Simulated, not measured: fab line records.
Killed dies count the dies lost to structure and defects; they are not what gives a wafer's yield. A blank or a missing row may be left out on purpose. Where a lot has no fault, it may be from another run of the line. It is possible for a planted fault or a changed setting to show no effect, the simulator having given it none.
Comparing a struck lot with a sound one :: flow sky130 :: 43 out of 708 route steps
Sound: wafers L785.2, L785.4, L785.5. Struck: wafer L797.6 (left out: L797.2, L797.4 of the same lot, which were not struck); the cause appears at the end.
Per side, at each step with rows, come the tool, then ch with its chambers, and then its first start. Under that, the readings that differ: sound wafers :: struck wafers :: difference of the means :: sigmas: that difference in standard deviations of wafers without a fault.
alike: a reading whose means differ by less than 2 such deviations, as well as words and numbers matching on both sides. not compared: withheld readings; readings where some wafer has no value; bounds like >300 that might hide an equal value; numbers whose values overlap and for which the record gives no deviation.
Wherever a step has rows on one side only, a row that says differs or no value, or a row with sigmas, the two part there. When numbers do not overlap yet have no deviation, they are printed without sigmas and do not part them. A reading that every wafer of one side lacks parts them only if that side has two wafers or more.

first, 7 steps without rows for these wafers: SKY_METAL1_HMDS_08 (prime time 60 s); SKY_METAL1_COAT_09 (resist thk 60 nm); SKY_METAL1_COAT_10 (resist thk 450 nm); SKY_METAL1_SOFTBAKE_11 (time 90 s); SKY_METAL1_EXPOSE_12 (exposes mask MM1, target cd 140 nm); SKY_METAL1_PEB_13; SKY_METAL1_DEVELOP_14 (develop time 60 s).
SKY_METAL1_CD_MEAS_15: target cd 140 nm.
  sound: cdSem-02 at day 33 07:10; struck: cdSem-01 at day 36 23:29
  alike: cdNm
SKY_METAL1_OVL_MEAS_16:
  sound: overlay-01 at day 33 07:16; struck: overlay-02 at day 36 23:35
  alike: METAL1_OVL
then, 3 steps without rows for these wafers: SKY_METAL1_DESCUM_17 (chemistry O2, time 8 s); SKY_METAL1_ETCH_18 (etches BARC in N2/H2, stops on SiO2, time 45.9 s, target depth 60 nm); SKY_METAL1_METAL_ETCH_19 (etches the open film in Cl2/BCl3, stops on SiO2, target depth 360 nm, time 78 s).
SKY_METAL1_STRIP_20: strips in O2/N2.
  sound on plasmaAsher-03 ch 0,1, day 33 07:29; struck on plasmaAsher-01 ch 1, day 36 23:48
  alike: drypumpMotorCurrentA, oesProductAu, stripTimeToEndpointS
  not compared: rfHoursCounterH
then, 4 steps without rows for these wafers: SKY_METAL1_STRIP_21 (strips in post etch residue remover, time 1200 s); SKY_METAL1_CLEAN_22 (cleans in IPA, time 180 s); SKY_METAL1_CLEAN_23 (cleans in O3/DIW); SKY_VIA1_HDPCVD_00 (deposits SiO2, target thk 1030 nm, time 171.7 s).
SKY_VIA1_THK_MEAS_01:
  sound: filmMetro-01 at day 33 08:11; struck: filmMetro-02 at day 37 00:31
  alike: VIA1_HDPCVD_THK
then, 1 step without rows for these wafers: SKY_VIA1_CMP_02 (polishes SiO2).
SKY_VIA1_BOW_MEAS_03:
  sound: filmMetro-02 at day 33 08:34; struck: filmMetro-03 at day 37 00:53
  alike: VIA1_BOW
then, 8 steps without rows for these wafers: SKY_VIA1_DEHYDRATE_04 (time 60 s); SKY_VIA1_HMDS_05 (prime time 60 s); SKY_VIA1_COAT_06 (resist thk 60 nm); SKY_VIA1_COAT_07 (resist thk 450 nm); SKY_VIA1_SOFTBAKE_08 (time 90 s); SKY_VIA1_EXPOSE_09 (exposes mask VIM, target cd 150 nm); SKY_VIA1_PEB_10; SKY_VIA1_DEVELOP_11 (develop time 60 s).
SKY_VIA1_CD_MEAS_12: target cd 150 nm.
  sound: cdSem-01 at day 34 11:02; struck: cdSem-01 at day 38 03:11
  alike: cdNm
SKY_VIA1_OVL_MEAS_13:
  sound: overlay-01 at day 34 11:08; struck: overlay-02 at day 38 03:17
  alike: VIA1_OVL
SKY_VIA1_ETCH_14: etches BARC in N2/H2, stops on SiO2, time 45.9 s, target depth 60 nm.
  sound on rieDiel-01 ch 1,3, day 34 11:10; struck on rieDiel-03 ch 3, day 38 03:19
  alike: drypumpMotorCurrentA, oesProductAu, throttleValvePct
  not compared: rfHoursCounterH
SKY_VIA1_ETCH_15: etches SiO2 in C4F8/O2/Ar, stops on TiN, target depth 351 nm, time 54 s.
  sound on rieDiel-01 ch 1,3, day 34 11:13; struck on rieDiel-03 ch 3, day 38 03:22
  alike: oesProductAu
  not compared: rfHoursCounterH
SKY_VIA1_STRIP_16: strips in O2/N2.
  sound on plasmaAsher-04 ch 0,1, day 34 11:16; struck on plasmaAsher-04 ch 0, day 38 03:25
  alike: drypumpMotorCurrentA, oesProductAu, stripTimeToEndpointS
  not compared: rfHoursCounterH
then, 4 steps without rows for these wafers: SKY_VIA1_STRIP_17 (strips in post etch residue remover, time 1200 s); SKY_VIA1_CLEAN_18 (cleans in IPA, time 180 s); SKY_VIA1_CLEAN_19 (cleans in O3/DIW); SKY_VIA1_SPUTTER_20 (material TiN, target thk 20 nm, time 80 s).
SKY_VIA1_CVD_21: deposits W, target thk 270 nm, time 80.902 s.
  sound on cvdW-01 ch 0,1, day 34 11:55; struck on cvdW-02 ch 1, day 38 04:05
  alike: heaterPowerW, susceptorTempC
SKY_VIA1_RS_MEAS_22: a four-point-probe measurement.
  sound: filmMetro-02 at day 34 12:02; struck: filmMetro-02 at day 38 04:12
  alike: VIA1_W_RS
SKY_VIA1_THK_MEAS_23: measures by xrf.
  sound: filmMetro-02 at day 34 12:08; struck: filmMetro-02 at day 38 04:19
  alike: VIA1_W_THK
then, 1 step without rows for these wafers: SKY_VIA1_CMP_24 (polishes, stops on SiO2, t overpolish 15 s, target thk 0 nm).
SKY_METAL2_SPUTTER_00: material Ti, target thk 15 nm, time 10 s.
  sound: pvdSputter-04 at day 34 12:29; struck: pvdSputter-03 at day 38 04:40
  alike: throttleValvePct
-- the record jumps here: 11 days lie between the struck wafers' starts before and after (it left off in module METAL2 and takes up again in module PAD_OPEN, whose first step shown is number 708 of the route) --
SKY_PAD_OPEN_PROBE_99:
  sound: prober-01 at day 46 08:55; struck: prober-01 at day 49 02:44
reading: killed_at_M0_to_M3
sound: 32 43 50
struck: 69
difference: +27
sigmas: +5

reading: model.etest.tester.sortNPass
sound: 408 393 392
struck: 388
difference: -10
sigmas: 

reading: model.etest.tester.sortYieldPct (%)
sound: 82.93 79.88 79.67
struck: 78.86
difference: -1.97
sigmas: 
  alike: defectLimitedYield, killed_at_M4_up, killedAtContacts, killedAtFrontEnd, killedAtOther, killedDies, killedOpen, killedShort, sort_bin_3_pad_short, sort_bin_5_function, sort_bin_6_memory, sortNPass, sortYieldPct
  not compared: model.etest.tester.sort_bin_5_pct, model.etest.tester.sort_bin_3_pct

== WHERE THEY PART ==
Only at SKY_PAD_OPEN_PROBE_99, within this record.

WHY: what the simulator had put in
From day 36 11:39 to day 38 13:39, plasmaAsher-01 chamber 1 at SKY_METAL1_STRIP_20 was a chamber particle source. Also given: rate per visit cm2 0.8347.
